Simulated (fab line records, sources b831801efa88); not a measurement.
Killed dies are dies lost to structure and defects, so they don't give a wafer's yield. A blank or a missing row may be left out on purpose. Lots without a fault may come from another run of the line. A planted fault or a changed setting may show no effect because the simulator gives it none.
A struck lot beside a sound one | flow sky130 | 36 steps out of a route of 708
Sound: wafers L431.3, L431.4, L431.6. Struck: wafers L446.1, L446.3, L446.4. The cause comes at the end.
At each step with rows: each side's tool, then ch and its chambers, then its first start. Under that, the readings that differ: sound wafers | struck wafers | difference of the means | sigmas: that difference in standard deviations of wafers without a fault.
alike: readings whose means differ by less than 2 such deviations, and words and numbers that are the same on both sides. not compared: withheld readings, readings that some wafer has no value for, bounds like >300 that may hide the same value, and numbers for which the record gives no deviation and whose values overlap.
The two part at a step that has a row with sigmas, a row that says differs or no value, or rows on one side only. Numbers that don't overlap but have no deviation are shown without sigmas and don't part them. A reading that every wafer of one side lacks parts them only if that side has two wafers or more.

first, 10 steps without rows for these wafers: SKY_GATE_OXIDE_COAT_05 (resist thk 1140 nm); SKY_GATE_OXIDE_SOFTBAKE_06 (time 60 s); SKY_GATE_OXIDE_EXPOSE_07 (exposes mask LVOM, target cd 600 nm); SKY_GATE_OXIDE_PEB_08; SKY_GATE_OXIDE_DEVELOP_09 (develop time 60 s); SKY_GATE_OXIDE_IMPLANT_11; SKY_GATE_OXIDE_WET_ETCH_12 (etches SiO2 in dHF, target depth 16.8 nm, time 336 s); SKY_GATE_OXIDE_STRIP_13 (strips in O2/N2); SKY_GATE_OXIDE_CLEAN_15 (cleans in SC1/SC2, time 150 s); SKY_GATE_OXIDE_OXIDATION_16 (stabilise 600 s, purge 300 s, target thk 3.57 nm).
SKY_POLY_GATE_CVD_00: deposits poly-Si, target thk 180 nm, time 720 s.
  sound on lpcvd-01 ch 1, day 14 07:57; struck on lpcvd-01 ch 0, day 19 09:50
  reading                                       | sound             | struck            | difference | sigmas
  model.poly-Si_of_POLY_GATE_CVD_00.thk_nm (nm) | 179.5 178.9 179.9 | 139.8 140.2 139.4 | -39.6      |
SKY_POLY_GATE_THK_MEAS_01:
  sound on film_metro-04, day 14 09:10; struck on film_metro-04, day 19 11:02
  reading                   | sound             | struck            | difference | sigmas
  POLY_GATE_CVD_00_THK (nm) | 179.6 178.8 180.0 | 139.9 140.1 139.3 | -39.7      | -26
then, 9 steps without rows for these wafers: SKY_RES_PROTECT_DEHYDRATE_00 (time 60 s); SKY_RES_PROTECT_HMDS_01 (prime time 60 s); SKY_RES_PROTECT_COAT_02 (resist thk 1140 nm); SKY_RES_PROTECT_SOFTBAKE_03 (time 60 s); SKY_RES_PROTECT_EXPOSE_04 (exposes mask RPM, target cd 1270 nm); SKY_RES_PROTECT_PEB_05; SKY_RES_PROTECT_DEVELOP_06 (develop time 60 s); SKY_POLY_GATE_IMPLANT_02; SKY_RES_PROTECT_STRIP_07 (strips in O2/N2).
SKY_RES_PROTECT_CLEAN_09: cleans in SC1/SC2, time 150 s.
  sound on wet_bench-01 ch 2, day 15 11:50; struck on wet_bench-01 ch 3, day 20 18:40
  reading                                       | sound             | struck            | difference | sigmas
  model.poly-Si_of_POLY_GATE_CVD_00.thk_nm (nm) | 178.9 178.3 179.3 | 139.2 139.5 138.8 | -39.7      |
then, 11 steps without rows for these wafers: SKY_POLY_GATE_CVD_03 (deposits Si3N4 from DCS/NH3, target thk 75 nm, time 1290 s); SKY_POLY_GATE_DEHYDRATE_05 (time 60 s); SKY_POLY_GATE_HMDS_06 (prime time 60 s); SKY_POLY_GATE_COAT_07 (resist thk 110 nm); SKY_POLY_GATE_COAT_08 (resist thk 450 nm); SKY_POLY_GATE_SOFTBAKE_09 (time 90 s); SKY_POLY_GATE_EXPOSE_10 (exposes mask P1M, target cd 150 nm); SKY_POLY_GATE_PEB_11; SKY_POLY_GATE_DEVELOP_12 (develop time 60 s); SKY_POLY_GATE_ETCH_15 (etches BARC in N2/H2, stops on SiO2, time 118.5 s, target depth 110 nm); SKY_POLY_GATE_ETCH_16 (etches Si3N4 in CH3F/O2, stops on poly-Si, time 147.5 s, target depth 75 nm).
SKY_POLY_GATE_ETCH_17: etches poly-Si in HBr/Cl2, stops on SiO2, target depth 180 nm, time 70.5 s.
  sound on rie_si-02 ch 0,1, day 16 17:52; struck on rie_si-02 ch 0,1,2, day 22 04:46
  reading                               | sound             | struck            | difference | sigmas
  oes_product_au (a.u.)                 | 0.978 0.988 0.996 | 0.830 0.832 0.834 | -0.155     | -22
  model.POLY_GATE.feature_depth_nm (nm) | 178.9 178.3 179.3 | 139.2 139.5 138.8 | -39.7      |
  model.etch.depth_nm (nm)              | 178.9 178.3 179.3 | 139.2 139.5 138.8 | -39.7      |
  alike: drypump_motor_current_A, he_backside_leak_sccm, throttle_valve_pct
  not compared: rf_hours_counter_h
then, 1 step without rows for these wafers: SKY_POLY_GATE_STRIP_18 (strips in O2/N2).
-- the record jumps here: 27 days lie between the struck wafers' starts before and after (it left off in module POLY_GATE and takes up again in module PAD_OPEN, whose first step shown is number 708 of the route) --
SKY_PAD_OPEN_PROBE_99:
  sound on prober-01, day 45 23:20; struck on prober-01, day 49 10:20
  reading                              | sound             | struck            | difference | sigmas
  model.etest.res_xhigh_po.line_ohm_um | 5745 5546 5856    | 5062 5094 5168    | -608       |
  model.etest.res_xhigh_po.rs_ohm_sq   | 2023 1955 2045    | 1781 1797 1802    | -214       |
  model.etest.res_high_po.line_ohm_um  | 758.8 751 784.9   | 866 886.2 866.1   | +108       |
  model.etest.res_poly.line_ohm_um     | 504.1 504.1 535.8 | 624.7 627.5 622.8 | +110.3     |
  model.etest.res_high_po.rs_ohm_sq    | 269.1 264 270.1   | 303.2 304.1 302.3 | +35.5      |
  model.etest.licon_high_po.rc_ohm     | 366 346.2 365.2   | 317.8 320.8 302.9 | -45.3      |
  model.etest.res_poly.rs_ohm_sq       | 48.46 47.95 48.79 | 57.72 57.79 57.67 | +9.33      |
  model.etest.cap_li_to_poly.c_af_um2  | 101.1 96.77 102.2 | 88.01 87.47 89.18 | -11.80     |
  alike: killed_at_M0_to_M3, killed_at_M4_up, killed_at_contacts, killed_at_front_end, killed_at_other, killed_dies, killed_open, killed_short

WHERE THEY PART
First at SKY_POLY_GATE_THK_MEAS_01; last, within this record, at SKY_POLY_GATE_ETCH_17. Later steps at which nothing parts them and some readings are alike: SKY_PAD_OPEN_PROBE_99.

WHY: what the simulator had put in
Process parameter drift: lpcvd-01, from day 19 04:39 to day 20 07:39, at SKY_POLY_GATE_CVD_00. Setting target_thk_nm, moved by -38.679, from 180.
